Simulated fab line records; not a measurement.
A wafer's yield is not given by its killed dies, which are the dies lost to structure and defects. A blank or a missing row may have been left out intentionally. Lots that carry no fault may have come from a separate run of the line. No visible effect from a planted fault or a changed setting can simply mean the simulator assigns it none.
A single fault, viewed from 2 desks | flow sky130 | each desk holds nothing but its own numbers, with what lay behind them at the end

== AT THE METROLOGY DESK ==
What the gauges read, lot by lot, whatever tool the lot ran on: means of the sampled wafers that have a number. The brackets show how far a lot's mean lies from the usual mean; more than 4 standard deviations puts the lot out of limits, marked OUT.
Columns: A = METAL1_ALCU_RS at SKY_METAL1_RS_MEAS_05, usual 0.1274 ohm/sq
lot  | first seen here | A
L859 | day 30 22:54    | 0.1283
L860 | day 31 20:21    | 0.1266
L861 | day 31 22:14    | 0.1280
L867 | day 34 05:16    | 0.1270
L868 | day 34 14:25    | 0.1279
L875 | day 37 06:17    | 0.1252
L876 | day 37 10:00    | 0.1272
L874 | day 37 13:31    | 0.1263
L878 | day 37 16:45    | 0.1280
L880 | day 38 21:58    | 0.1284
L882 | day 38 22:10    | 0.1289
L881 | day 39 02:55    | 0.1272
This desk's finding: nothing out of limits on any of the 12 lots.

== FOR THE TOOL OWNER'S DESK: cmp-02 ==
The tool's own readings at SKY_CONTACT_CMP_27 (polishes, stops on SiO2, t overpolish 15 s, target thk 0 nm): means of the sampled wafers that have a number, for each lot that ran on this tool. The brackets show how far a lot's mean lies from the usual mean; more than 4 standard deviations puts the lot out of limits, marked OUT.
Columns: A = motor-current-A at SKY_CONTACT_CMP_27, usual 10.6 A; B = overpolish-run-s at SKY_CONTACT_CMP_27, usual 15.000 s; C = retaining-ring-pressure-frac at SKY_CONTACT_CMP_27, usual 1.000; D = time-to-endpoint-s at SKY_CONTACT_CMP_27, usual 83 s
lot  | first seen here | A    | B                        | C     | D
L859 | day 30 22:28    | 10.9 | 14.989                   | 1.006 | 79
L860 | day 31 19:59    | 10.3 | 15.001                   | 1.000 | 83
L861 | day 31 21:50    | 10.5 | 15.006                   | 0.997 | 82
L867 | day 34 04:52    | 11.0 | 17.834 (+99 or more) OUT | 0.996 | 85
L868 | day 34 13:59    | 10.2 | 17.827 (+99 or more) OUT | 1.000 | 88
L875 | day 37 05:50    | 10.1 | 15.000                   | 1.002 | 84
L876 | day 37 09:32    | 10.3 | 15.006                   | 0.997 | 79
L874 | day 37 13:07    | 10.6 | 15.002                   | 0.999 | 83
L882 | day 38 21:45    | 10.8 | 14.996                   | 0.995 | 83
This desk's finding: out of limits on L867, L868; first on L867, day 34 04:52 (overpolish-run-s at SKY_CONTACT_CMP_27). L859, L860, L861, L875, L876, L874, L882 stayed within limits.

== ALL TOGETHER ==
An alarm could have come from the tool owner's desk at day 34 04:52, on L867, L868.
From the metrology desk's view, nothing was out of limits.
The metrology desk has L867, L868 on record, within its limits.
Every lot named ran SKY_CONTACT_CMP_27 on cmp-02.

== WHAT THE SIMULATOR HAD PUT IN ==
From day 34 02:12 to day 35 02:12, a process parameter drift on cmp-02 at SKY_CONTACT_CMP_27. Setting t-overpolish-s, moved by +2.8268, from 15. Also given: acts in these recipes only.
Lots struck among those shown: L867, L868.
Time in hours from fault onset to the first out-of-limits reading at each desk: the tool owner's desk, 3.
